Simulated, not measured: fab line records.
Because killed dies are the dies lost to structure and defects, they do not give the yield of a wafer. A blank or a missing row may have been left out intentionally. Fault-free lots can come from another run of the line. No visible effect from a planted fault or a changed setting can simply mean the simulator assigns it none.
Struck lot and sound lot, side by side	flow sfqLine	21 out of 325 route steps
Sound: these wafers, L226.3, L226.4, L226.5. Wafers L225.1, L225.3, L225.6 were the ones struck. The cause comes at the end.
Order at every step that has rows: each side's tool, ch and its chambers, its first start. Under that, the readings that differ: sound wafers	struck wafers	difference of the means	sigmas: that difference in standard deviations of wafers without a fault.
alike: a reading whose means differ by less than 2 such deviations, as well as words and numbers matching on both sides. not compared: withheld readings; readings where some wafer has no value; bounds like >300 that might hide an equal value; numbers whose values overlap and for which the record gives no deviation.
A row with sigmas, a row that says differs or no value, or rows on one side alone: a step with any of these is where the two part. Non-overlapping numbers with no deviation appear without sigmas and do not part them. A reading that every wafer of one side lacks parts them only if that side has two wafers or more.

first, 2 steps without rows for these wafers: SFQ_TRILAYER_M3_LITHO_PEB_078 (peb time 60 s); SFQ_TRILAYER_M3_LITHO_DEVELOP_077 (time 60 s).
SFQ_M3_OVL_MEAS_921:
  sound on overlay-01 at day 34 00:53; struck on overlay-01 at day 33 18:52
  alike: M3_OVL
then, 2 steps without rows for these wafers: SFQ_TRILAYER_M3_BARC_OPEN_METAL_ETCH_100 (etches BARC in O2, target depth 125 nm, time 41.7 s); SFQ_TRILAYER_M3_ETCH_METAL_ETCH_078 (etches Nb in Cl2/Ar, stops on SiO2, target depth 240 nm, time 120 s).
SFQ_TRILAYER_M3_STRIP_STRIP_079: strips in O2.
  sound on rieMetal-03 ch 0,1, day 34 01:17; struck on rieMetal-01 ch 0, day 33 19:05
  alike: drypumpMotorCurrentA, oesProductAu
  not compared: rfHoursCounterH
then, 1 step without rows for these wafers: SFQ_TRILAYER_M3_STRIP_SOLV_CLEAN_080 (cleans in NMP, time 600 s).
SFQ_TRILAYER_I3_DEP_PECVD_081: deposits SiO2 from SiH4/N2O, time 111.11 s, target thk 500 nm.
  sound on pecvd-03 ch 1,2, day 34 01:55; struck on pecvd-04 ch 0,1, day 33 19:52
  alike: heaterPowerW, throttleValvePct
then, 1 step without rows for these wafers: SFQ_TRILAYER_I3_CMP_CMP_082 (polishes SiO2).
-- the record jumps here: 3 days lie between the struck wafers' starts before and after --
SFQ_I3_BOW_MEAS_922:
  sound on filmMetro-03 at day 36 12:33; struck on filmMetro-02 at day 36 09:09
  alike: I3_BOW
SFQ_TRILAYER_I3_METRO_MEASURE_083:
  sound on filmMetro-03 at day 36 13:02; struck on filmMetro-02 at day 36 09:16
  alike: thkNm
then, 1 step without rows for these wafers: SFQ_TRILAYER_I3_VIA_LITHO_COAT_090 (resist thk 62 nm).
SFQ_TRILAYER_I3_VIA_LITHO_COAT_085: resist thk 650 nm.
  sound on lithoTrack-04 ch 0, day 36 14:14; struck on lithoTrack-02 ch 0, day 36 10:46
reading	sound	struck	difference	sigmas
model.KrF_of_TRILAYER_I3_VIA_LITHO_COAT_085.thkNm (nm)	647.8 646.7 649.7	689.1 686.1 686.9	+39.3	
then, 4 steps without rows for these wafers: SFQ_TRILAYER_I3_VIA_LITHO_SOFTBAKE_089; SFQ_TRILAYER_I3_VIA_LITHO_EXPOSE_086 (exposes mask I3, target cd 500 nm); SFQ_TRILAYER_I3_VIA_LITHO_PEB_088 (peb time 60 s); SFQ_TRILAYER_I3_VIA_LITHO_DEVELOP_087 (time 60 s).
-- the record jumps here: 3 days lie between the struck wafers' starts before and after --
SFQ_I3_OVL_MEAS_923:
  sound on overlay-02 at day 39 13:38; struck on overlay-02 at day 39 10:01
  alike: I3_OVL
SFQ_TRILAYER_I3_VIA_BARC_OPEN_VIA_ETCH_121: etches BARC in O2, target depth 125 nm, time 41.7 s.
  sound on rieDiel-01 ch 0,1,3, day 39 13:40; struck on rieDiel-04 ch 2,3, day 39 10:04
  alike: drypumpMotorCurrentA, oesProductAu
  not compared: rfHoursCounterH
SFQ_TRILAYER_I3_VIA_ETCH_VIA_ETCH_088: etches SiO2 in CHF3, stops on Nb, target depth 260 nm.
  sound on rieDiel-01 ch 0,1,3, day 39 13:42; struck on rieDiel-04 ch 2,3, day 39 10:06
reading	sound	struck	difference	sigmas
model.KrF_of_TRILAYER_I3_VIA_LITHO_COAT_085.thkNm (nm)	528.5 526.9 525.9	566.4 565.8 563.8	+38.2	
  alike: drypumpMotorCurrentA, oesProductAu
SFQ_TRILAYER_I3_VIA_STRIP_STRIP_089: strips in O2.
  sound on rieMetal-03 ch 0,1, day 39 14:01; struck on rieMetal-01 ch 0,1, day 39 10:13
  alike: drypumpMotorCurrentA, oesProductAu
  not compared: rfHoursCounterH

## WHERE THEY PART
Nowhere in this record.

WHY: the cause the simulator had injected
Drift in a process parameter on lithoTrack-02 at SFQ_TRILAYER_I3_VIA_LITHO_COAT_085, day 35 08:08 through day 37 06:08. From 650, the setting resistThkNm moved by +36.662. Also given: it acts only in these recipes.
